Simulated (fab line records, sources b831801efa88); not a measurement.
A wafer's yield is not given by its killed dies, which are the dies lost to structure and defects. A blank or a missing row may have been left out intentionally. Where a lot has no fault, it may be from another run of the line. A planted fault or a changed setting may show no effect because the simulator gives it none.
fab line records | flow sky130 | part 1 of 2: steps 1 to 28 of 38
record: lots: 5 wafers: 15 lastDay: 49
route steps=708 shown DNWELL@37 PWDE@45 NWELL@56
lots that met no fault: from a run of the same line without faults
startH: hours from the record's first day to the start of the lot's first wafer shown | waitH: how many hours have passed since the lot's step before this one | " as in the row above | L1.1+2: a single row standing in for several wafers | - no value, or no start was given | * or withheld: withheld | < > ~ a bound
route shown NAME@n: a module of which the file shows steps, and the number in the route of the first | usual: the fault-free wafers' mean and standard deviation | same: alike in all rows | chamber/n: place in a boat | sites: the reading at each site | _std_site: standard deviation of those values | _edge_site: outer sites' mean less inner sites' | radiusMm: how far each site lies from the wafer's centre | mask NAME#n: copy n | behind: the most recent tool/chamber to have shaped the wafer | hold: why the lot went on hold/how many hours it stayed there/how the hold came to an end | device: the n, p or np transistor that did not switch | end of line: the route-end tests of the same wafers | a step without rows: its recipe alone | killed: the dies lost at the first sort to structure and to defects; this is not the yield of the wafer | map: the dies of a wafer, with x for killed, . for not killed, _ for no die there
set.NAME: the run value of the setting; set.NAME@STEP: its run value at that earlier step | model.NAME: the simulator's own value behind a step, which no gauge read
a table for each step, a row for each wafer; lots at some steps of the route
services: the hour from which a tool's chamber was out of use, counted from the record's first day as startH (under 0 if before that day), plus the number of hours and why
== steps ==
step: SKY_DNWELL_COAT_02
recipe: spinRpm: 2000 resistThkNm: 3000
columns lot.wafer tool chamber startH waitH
L074.1+2+4 lithoTrack-03 0 45.90 0.1
L079.3+4+5 lithoTrack-04 0 70.97 0.1
L082.1+2+4 lithoTrack-03 0 86.30 0.1
L085.4+5+6 lithoTrack-02 0 100.74 0.1
L088.3+4+6 lithoTrack-03 0 122.50 0.1
step: SKY_DNWELL_SOFTBAKE_03
recipe: tempC: 110 timeS: withheld
usual: plateTempC: 109.98/0.13
columns lot.wafer tool chamber startH waitH plateTempC
L074.1 lithoTrack-03 0 46.05 0.1 110.09
L074.2 " 0 " " 109.94
L074.4 " 0 " " 110.06
L079.3 lithoTrack-04 0 71.14 0.1 109.88
L079.4 " 0 " " 109.81
L079.5 " 0 " " 109.95
L082.1 lithoTrack-03 0 86.45 0.1 110.11
L082.2 " 0 " " 109.86
L082.4 " 0 " " 109.99
L085.4 lithoTrack-02 0 100.91 0.1 110.04
L085.5 " 0 " " 109.96
L085.6 " 0 " " 110.02
L088.3 lithoTrack-03 0 122.67 0.1 110.01
L088.4 " 0 " " 110.23
L088.6 " 0 " " 110.20
step: SKY_DNWELL_EXPOSE_04
recipe: maskId: DNM na: 0.57 targetCdNm: 3000 doseMj: 222
usual: reticleTempC: 22.97/0.1
columns lot.wafer tool chamber startH waitH mask reticleTempC
L074.1 ilineStepper-02 0 - - DNM#0 22.97
L074.2 " 0 " " DNM#0 22.96
L074.4 " 0 " " DNM#0 22.82
L079.3 ilineStepper-02 0 - - DNM#0 23.11
L079.4 " 0 " " DNM#0 23.19
L079.5 " 0 " " DNM#0 23.04
L082.1 ilineStepper-01 0 - - DNM#0 23.09
L082.2 " 0 " " DNM#0 23.11
L082.4 " 0 " " DNM#0 22.99
L085.4 ilineStepper-01 0 - - DNM#0 22.91
L085.5 " 0 " " DNM#0 22.85
L085.6 " 0 " " DNM#0 22.91
L088.3 ilineStepper-01 0 - - DNM#0 23.04
L088.4 " 0 " " DNM#0 22.89
L088.6 " 0 " " DNM#0 23.05
step: SKY_DNWELL_PEB_05
recipe: tempC: 115 timeS: withheld
usual: plateTempC: 114.98/0.13
columns lot.wafer tool chamber startH waitH plateTempC
L074.1 lithoTrack-03 0 - - 115.04
L074.2 " 0 " " 115.00
L074.4 " 0 " " 114.80
L079.3 lithoTrack-02 0 - - 114.77
L079.4 " 0 " " 114.93
L079.5 " 0 " " 114.91
L082.1 lithoTrack-02 0 - - 115.08
L082.2 " 0 " " 114.96
L082.4 " 0 " " 115.17
L085.4 lithoTrack-03 0 - - 115.00
L085.5 " 0 " " 114.75
L085.6 " 0 " " 115.03
L088.3 lithoTrack-03 0 - - 114.93
L088.4 " 0 " " 114.93
L088.6 " 0 " " 115.00
step: SKY_DNWELL_DEVELOP_06
recipe: wallAngleDeg: 90 developer: TMAH developTimeS: 60 devTempC: 23
same: developTimeS: 60
columns lot.wafer tool chamber startH waitH
L074.1+2+4 lithoTrack-03 0 - -
L079.3+4+5 lithoTrack-02 0 - -
L082.1+2+4 lithoTrack-02 0 - -
L085.4+5+6 lithoTrack-03 0 - -
L088.3+4+6 lithoTrack-03 0 - -
step: SKY_DNWELL_IMPLANT_07
recipe: species: P energyKev: withheld doseCm2: withheld tiltDeg: withheld
usual: endStationPressureTorr: 5.02e-06/2.9e-07
same: implantIonAmu: *
columns lot.wafer tool chamber startH waitH endStationPressureTorr
L074.1 implanter-04 0 54.15 - 5.27e-06
L074.2 " 0 " " 4.66e-06
L074.4 " 0 " " 4.99e-06
L079.3 implanter-04 0 79.06 - 4.71e-06
L079.4 " 0 " " 4.8e-06
L079.5 " 0 " " 5.4e-06
L082.1 implanter-04 0 95.56 - 5.15e-06
L082.2 " 0 " " 5.94e-06
L082.4 " 0 " " 5.39e-06
L085.4 implanter-04 0 110.43 - 5.34e-06
L085.5 " 0 " " 4.58e-06
L085.6 " 0 " " 4.96e-06
L088.3 implanter-04 0 132.65 - 4.92e-06
L088.4 " 0 " " 5.14e-06
L088.6 " 0 " " 5.09e-06
step: SKY_DNWELL_STRIP_08
recipe: chemistry: O2/N2 powerW: 1400 pressureMtorr: 1500 platenTempC: withheld o2FlowSccm: 3000 n2FlowSccm: 300 overashFraction: 0.5
usual: drypumpMotorCurrentA: 5.62/0.19 oesProductAu: 0.722/0.0051 stripTimeToEndpointS: 36.92/0.11
same: overashFraction: 0.5
columns lot.wafer tool chamber startH waitH drypumpMotorCurrentA oesProductAu rfHoursCounterH stripTimeToEndpointS
L074.1 plasmaAsher-01 1 54.30 0.1 5.84 0.718 35 37.00
L074.2 " 0 " " 5.63 0.722 35 36.78
L074.4 " 0 " " 5.63 0.717 - 36.84
L079.3 plasmaAsher-03 1 79.20 0.1 5.69 0.721 - 36.95
L079.4 " 0 " " 5.14 0.718 - 36.85
L079.5 " 0 " " 5.13 0.726 - 36.94
L082.1 plasmaAsher-01 0 95.71 0.1 5.62 0.723 39 36.70
L082.2 " 1 " " 5.86 0.718 39 36.67
L082.4 " 0 " " 5.60 0.725 - 36.77
L085.4 plasmaAsher-01 1 110.53 0.1 5.87 0.718 - 36.86
L085.5 " 1 " " 5.86 0.726 - 36.93
L085.6 " 0 " " 5.61 0.724 - 36.99
L088.3 plasmaAsher-02 1 132.78 0.1 5.50 0.712 - 36.86
L088.4 " 0 " " 5.65 0.724 - 36.97
L088.6 " 0 " " 5.61 0.719 - 36.82
step: SKY_DNWELL_TW_MEAS_09
usual: DNWELL_TW: 1122/7.2
columns lot.wafer tool chamber startH waitH DNWELL_TW
L074.1 filmMetro-04 - 54.40 0.1 1132
L074.2 " - " " 1127
L074.4 " - " " 1133
L079.3 filmMetro-04 - 79.28 0.1 1119
L079.4 " - " " 1120
L079.5 " - " " 1123
L082.1 filmMetro-04 - 95.81 0.1 1122
L082.2 " - " " 1121
L082.4 " - " " 1123
L085.4 filmMetro-01 - 110.63 0.1 1127
L085.5 " - " " 1122
L085.6 " - " " 1127
L088.3 filmMetro-03 - 132.87 0.1 1123
L088.4 " - " " 1130
L088.6 " - " " 1130
step: SKY_PWDE_DEHYDRATE_00
recipe: tempC: 200 timeS: 60
usual: plateTempC: 200.02/0.17
columns lot.wafer tool chamber startH waitH plateTempC
L074.1 lithoTrack-02 0 61.46 7.1 200.04
L074.2 " 0 " " 200.07
L074.4 " 0 " " 199.83
L079.3 lithoTrack-04 0 87.47 8.2 200.14
L079.4 " 0 " " 199.97
L079.5 " 0 " " 199.88
L082.1 lithoTrack-02 0 104.36 8.5 200.07
L082.2 " 0 " " 199.78
L082.4 " 0 " " 200.04
L085.4 lithoTrack-01 0 119.06 8.4 199.99
L085.5 " 0 " " 200.54
L085.6 " 0 " " 200.37
L088.3 lithoTrack-04 0 141.52 8.6 199.92
L088.4 " 0 " " 200.02
L088.6 " 0 " " 200.05
step: SKY_PWDE_HMDS_01
recipe: primeTimeS: 60 primeTempC: 120.9
columns lot.wafer tool chamber startH waitH
L074.1+2+4 lithoTrack-02 0 61.61 0.1
L079.3+4+5 lithoTrack-04 0 87.62 0.1
L082.1+2+4 lithoTrack-02 0 104.51 0.1
L085.4+5+6 lithoTrack-01 0 119.21 0.1
L088.3+4+6 lithoTrack-04 0 141.67 0.1
step: SKY_PWDE_COAT_02
recipe: spinRpm: 2000 resistThkNm: 3000
columns lot.wafer tool chamber startH waitH
L074.1+2+4 lithoTrack-02 0 61.76 0.1
L079.3+4+5 lithoTrack-04 0 87.77 0.1
L082.1+2+4 lithoTrack-02 0 104.66 0.1
L085.4+5+6 lithoTrack-01 0 119.36 0.1
L088.3+4+6 lithoTrack-04 0 141.82 0.1
step: SKY_PWDE_SOFTBAKE_03
recipe: tempC: 110 timeS: withheld
usual: plateTempC: 109.98/0.14
columns lot.wafer tool chamber startH waitH plateTempC
L074.1 lithoTrack-02 0 61.91 0.1 110.07
L074.2 " 0 " " 109.85
L074.4 " 0 " " 109.93
L079.3 lithoTrack-04 0 87.94 0.1 109.77
L079.4 " 0 " " 109.82
L079.5 " 0 " " 109.91
L082.1 lithoTrack-02 0 104.81 0.1 109.93
L082.2 " 0 " " 109.82
L082.4 " 0 " " 109.78
L085.4 lithoTrack-01 0 119.53 0.1 110.09
L085.5 " 0 " " 109.95
L085.6 " 0 " " 110.16
L088.3 lithoTrack-04 0 141.99 0.1 109.90
L088.4 " 0 " " 110.02
L088.6 " 0 " " 110.06
step: SKY_PWDE_EXPOSE_04
recipe: maskId: PWDEM na: 0.6 sourceShape: conventional sigmaOuter: 0.6 polarization: unpolarized targetCdNm: 840 doseMj: 214
usual: reticleTempC: 22.99/0.11
columns lot.wafer tool chamber startH waitH mask reticleTempC
L074.1 ilineStepper-02 0 - - PWDEM#0 22.89
L074.2 " 0 " " PWDEM#0 22.97
L074.4 " 0 " " PWDEM#0 22.87
L079.3 ilineStepper-01 0 - - PWDEM#0 23.03
L079.4 " 0 " " PWDEM#0 22.62
L079.5 " 0 " " PWDEM#0 22.98
L082.1 ilineStepper-02 0 - - PWDEM#0 23.02
L082.2 " 0 " " PWDEM#0 23.06
L082.4 " 0 " " PWDEM#0 23.11
L085.4 ilineStepper-01 0 - - PWDEM#0 23.09
L085.5 " 0 " " PWDEM#0 23.01
L085.6 " 0 " " PWDEM#0 23.01
L088.3 ilineStepper-01 0 - - PWDEM#0 23.01
L088.4 " 0 " " PWDEM#0 23.05
L088.6 " 0 " " PWDEM#0 22.95
step: SKY_PWDE_PEB_05
recipe: tempC: 115 timeS: withheld
usual: plateTempC: 114.98/0.13
columns lot.wafer tool chamber startH waitH plateTempC
L074.1 lithoTrack-04 0 - - 115.04
L074.2 " 0 " " 115.04
L074.4 " 0 " " 114.97
L079.3 lithoTrack-04 0 - - 114.97
L079.4 " 0 " " 114.68
L079.5 " 0 " " 115.01
L082.1 lithoTrack-04 0 - - 114.81
L082.2 " 0 " " 114.73
L082.4 " 0 " " 115.10
L085.4 lithoTrack-04 0 - - 114.98
L085.5 " 0 " " 115.15
L085.6 " 0 " " 114.81
L088.3 lithoTrack-01 0 - - 115.08
L088.4 " 0 " " 115.37
L088.6 " 0 " " 115.31
step: SKY_PWDE_DEVELOP_06
recipe: wallAngleDeg: 90 developer: TMAH developTimeS: 60 devTempC: 23
same: developTimeS: 60
columns lot.wafer tool chamber startH waitH
L074.1+2+4 lithoTrack-04 0 - -
L079.3+4+5 lithoTrack-04 0 - -
L082.1+2+4 lithoTrack-04 0 - -
L085.4+5+6 lithoTrack-04 0 - -
L088.3+4+6 lithoTrack-01 0 - -
step: SKY_PWDE_OVL_MEAS_07
usual: PWDE_OVL: 0.0/1.8
columns lot.wafer tool chamber startH waitH PWDE_OVL[nm]
L074.1 overlay-01 - 70.62 - -1.8
L074.2 " - " " -1.2
L074.4 " - " " -1.7
L079.3 overlay-01 - 96.34 - 1.3
L079.4 " - " " 0.3
L079.5 " - " " 0.6
L082.1 overlay-02 - 114.32 - 0.7
L082.2 " - " " 0.0
L082.4 " - " " -1.4
L085.4 overlay-01 - 129.19 - -0.8
L085.5 " - " " -1.0
L085.6 " - " " 0.0
L088.3 overlay-02 - 152.15 - 2.7
L088.4 " - " " 2.6
L088.6 " - " " 3.1
step: SKY_PWDE_IMPLANT_08
recipe: species: B energyKev: 150 doseCm2: 3.6e+12 tiltDeg: withheld
usual: endStationPressureTorr: 4.98e-06/2.6e-07
same: implantIonAmu: 11
columns lot.wafer tool chamber startH waitH endStationPressureTorr
L074.1 implanter-04 0 70.66 0.0 4.76e-06
L074.2 " 0 " " 4.63e-06
L074.4 " 0 " " 5.05e-06
L079.3 implanter-02 0 96.41 0.1 5.08e-06
L079.4 " 0 " " 4.73e-06
L079.5 " 0 " " 4.91e-06
L082.1 implanter-02 0 114.36 0.0 5.11e-06
L082.2 " 0 " " 4.99e-06
L082.4 " 0 " " 5.03e-06
L085.4 implanter-02 0 129.28 0.1 5.4e-06
L085.5 " 0 " " 4.65e-06
L085.6 " 0 " " 5.03e-06
L088.3 implanter-02 0 152.22 0.1 4.98e-06
L088.4 " 0 " " 5.4e-06
L088.6 " 0 " " 4.74e-06
step: SKY_PWDE_STRIP_09
recipe: chemistry: O2/N2 powerW: 1400 pressureMtorr: 1500 platenTempC: withheld o2FlowSccm: 3000 n2FlowSccm: 300 overashFraction: 0.5
usual: drypumpMotorCurrentA: 5.72/0.21 oesProductAu: 0.722/0.0045 stripTimeToEndpointS: 36.97/0.12
same: overashFraction: 0.5
columns lot.wafer tool chamber startH waitH drypumpMotorCurrentA oesProductAu rfHoursCounterH stripTimeToEndpointS
L074.1 plasmaAsher-01 0 70.81 0.1 5.58 0.715 37 36.81
L074.2 " 1 " " 5.80 0.720 37 36.71
L074.4 " 1 " " 5.85 0.727 - 36.85
L079.3 plasmaAsher-04 0 96.54 0.1 6.22 0.718 - 36.98
L079.4 " 1 " " 5.80 0.724 - 36.97
L079.5 " 0 " " 6.22 0.724 - 36.97
L082.1 plasmaAsher-04 0 114.51 0.1 6.21 0.722 31 37.06
L082.2 " 1 " " 5.78 0.720 31 37.07
L082.4 " 1 " " 5.80 0.721 - 37.08
L085.4 plasmaAsher-04 1 129.39 0.1 5.80 0.722 - 36.94
L085.5 " 1 " " 5.80 0.723 - 37.12
L085.6 " 0 " " 6.22 0.722 - 37.09
L088.3 plasmaAsher-02 0 152.35 0.1 5.65 0.726 - 36.80
L088.4 " 1 " " 5.48 0.724 - 36.87
L088.6 " 1 " " 5.51 0.714 - 36.94
step: SKY_PWDE_TW_MEAS_10
usual: PWDE_TW: 377.0/2.1
columns lot.wafer tool chamber startH waitH PWDE_TW
L074.1 filmMetro-04 - 70.91 0.1 377.1
L074.2 " - " " 376.3
L074.4 " - " " 376.6
L079.3 filmMetro-01 - 96.63 0.1 378.3
L079.4 " - " " 377.9
L079.5 " - " " 378.5
L082.1 filmMetro-01 - 114.61 0.1 378.4
L082.2 " - " " 378.3
L082.4 " - " " 377.5
L085.4 filmMetro-01 - 129.49 0.1 376.7
L085.5 " - " " 376.6
L085.6 " - " " 375.7
L088.3 filmMetro-04 - 152.44 0.1 374.3
L088.4 " - " " 375.2
L088.6 " - " " 372.7
step: SKY_NWELL_DEHYDRATE_03
recipe: tempC: 200 timeS: 60
usual: plateTempC: 200.02/0.17
columns lot.wafer tool chamber startH waitH plateTempC
L074.1 lithoTrack-03 0 78.05 7.1 199.81
L074.2 " 0 " " 199.82
L074.4 " 0 " " 200.07
L079.3 lithoTrack-03 0 105.25 8.6 199.85
L079.4 " 0 " " 199.95
L079.5 " 0 " " 200.13
L082.1 lithoTrack-03 0 123.15 8.5 199.90
L082.2 " 0 " " 199.82
L082.4 " 0 " " 199.65
L085.4 lithoTrack-03 0 137.68 8.2 200.06
L085.5 " 0 " " 200.12
L085.6 " 0 " " 200.05
L088.3 lithoTrack-02 0 161.31 8.9 199.96
L088.4 " 0 " " 199.99
L088.6 " 0 " " 200.09
step: SKY_NWELL_HMDS_04
recipe: primeTimeS: 60 primeTempC: 120
columns lot.wafer tool chamber startH waitH
L074.1+2+4 lithoTrack-03 0 78.20 0.1
L079.3+4+5 lithoTrack-03 0 105.40 0.1
L082.1+2+4 lithoTrack-03 0 123.30 0.1
L085.4+5+6 lithoTrack-03 0 137.83 0.1
L088.3+4+6 lithoTrack-02 0 161.46 0.1
step: SKY_NWELL_COAT_05
recipe: spinRpm: 2000 resistThkNm: 3000
columns lot.wafer tool chamber startH waitH
L074.1+2+4 lithoTrack-03 0 78.35 0.1
L079.3+4+5 lithoTrack-03 0 105.55 0.1
L082.1+2+4 lithoTrack-03 0 123.45 0.1
L085.4+5+6 lithoTrack-03 0 137.98 0.1
L088.3+4+6 lithoTrack-02 0 161.61 0.1
step: SKY_NWELL_SOFTBAKE_06
recipe: tempC: 110 timeS: withheld
usual: plateTempC: 110.00/0.14
columns lot.wafer tool chamber startH waitH plateTempC
L074.1 lithoTrack-03 0 78.50 0.1 109.89
L074.2 " 0 " " 109.79
L074.4 " 0 " " 109.85
L079.3 lithoTrack-03 0 105.72 0.1 109.96
L079.4 " 0 " " 110.12
L079.5 " 0 " " 110.30
L082.1 lithoTrack-03 0 123.60 0.1 110.13
L082.2 " 0 " " 110.24
L082.4 " 0 " " 109.94
L085.4 lithoTrack-03 0 138.15 0.1 109.84
L085.5 " 0 " " 109.82
L085.6 " 0 " " 109.74
L088.3 lithoTrack-02 0 161.78 0.1 109.91
L088.4 " 0 " " 109.70
L088.6 " 0 " " 109.99
step: SKY_NWELL_EXPOSE_07
recipe: maskId: NWM na: 0.6 sourceShape: conventional sigmaOuter: 0.6 polarization: unpolarized targetCdNm: 840 doseMj: 255
usual: reticleTempC: 23.00/0.12
columns lot.wafer tool chamber startH waitH mask reticleTempC
L074.1 ilineStepper-02 0 - - NWM#0 23.00
L074.2 " 0 " " NWM#0 23.09
L074.4 " 0 " " NWM#0 22.92
L079.3 ilineStepper-02 0 - - NWM#0 22.96
L079.4 " 0 " " NWM#0 22.94
L079.5 " 0 " " NWM#0 23.16
L082.1 ilineStepper-01 0 - - NWM#0 22.94
L082.2 " 0 " " NWM#0 22.92
L082.4 " 0 " " NWM#0 22.88
L085.4 ilineStepper-02 0 - - NWM#0 23.22
L085.5 " 0 " " NWM#0 23.24
L085.6 " 0 " " NWM#0 23.19
L088.3 ilineStepper-01 0 - - NWM#0 23.11
L088.4 " 0 " " NWM#0 23.09
L088.6 " 0 " " NWM#0 22.93
step: SKY_NWELL_PEB_08
recipe: tempC: 115 timeS: withheld
usual: plateTempC: 115.01/0.13
columns lot.wafer tool chamber startH waitH plateTempC
L074.1 lithoTrack-02 0 - - 115.15
L074.2 " 0 " " 115.19
L074.4 " 0 " " 115.31
L079.3 lithoTrack-03 0 - - 115.13
L079.4 " 0 " " 115.11
L079.5 " 0 " " 114.94
L082.1 lithoTrack-03 0 - - 114.92
L082.2 " 0 " " 115.05
L082.4 " 0 " " 114.95
L085.4 lithoTrack-02 0 - - 114.88
L085.5 " 0 " " 114.88
L085.6 " 0 " " 114.91
L088.3 lithoTrack-01 0 - - 115.10
L088.4 " 0 " " 115.09
L088.6 " 0 " " 115.11
step: SKY_NWELL_DEVELOP_09
recipe: wallAngleDeg: 90 developer: TMAH developTimeS: 60 devTempC: 23
same: developTimeS: 60
columns lot.wafer tool chamber startH waitH
L074.1+2+4 lithoTrack-02 0 - -
L079.3+4+5 lithoTrack-03 0 - -
L082.1+2+4 lithoTrack-03 0 - -
L085.4+5+6 lithoTrack-02 0 - -
L088.3+4+6 lithoTrack-01 0 - -
step: SKY_NWELL_OVL_MEAS_10
usual: NWELL_00_OVL: 0.5/1.1
columns lot.wafer tool chamber startH waitH NWELL_00_OVL[nm]
L074.1 overlay-02 - 87.31 - 1.0
L074.2 " - " " 0.3
L074.4 " - " " 1.6
L079.3 overlay-01 - 114.71 - 2.3
L079.4 " - " " -0.3
L079.5 " - " " 0.3
L082.1 overlay-01 - 132.95 - -2.1
L082.2 " - " " -0.4
L082.4 " - " " -0.9
L085.4 overlay-02 - 148.03 - 4.4
L085.5 " - " " 2.1
L085.6 " - " " 3.0
L088.3 overlay-02 - 172.20 - -0.1
L088.4 " - " " -0.2
L088.6 " - " " -0.5
step: SKY_NWELL_IMPLANT_11
recipe: species: P energyKev: 400 doseCm2: 1.9e+13 tiltDeg: withheld
usual: endStationPressureTorr: 5.1e-06/2.9e-07
same: implantIonAmu: 31
columns lot.wafer tool chamber startH waitH endStationPressureTorr
L074.1 implanter-02 0 87.35 0.0 5.29e-06
L074.2 " 0 " " 4.37e-06
L074.4 " 0 " " 4.89e-06
L079.3 implanter-03 0 114.79 0.1 5.27e-06
L079.4 " 0 " " 4.79e-06
L079.5 " 0 " " 4.99e-06
L082.1 implanter-03 0 132.99 0.0 5.1e-06
L082.2 " 0 " " 5.06e-06
L082.4 " 0 " " 5.14e-06
L085.4 implanter-02 0 148.12 0.1 5.19e-06
L085.5 " 0 " " 4.76e-06
L085.6 " 0 " " 5.5e-06
L088.3 implanter-02 0 172.27 0.1 4.81e-06
L088.4 " 0 " " 5.54e-06
L088.6 " 0 " " 4.96e-06
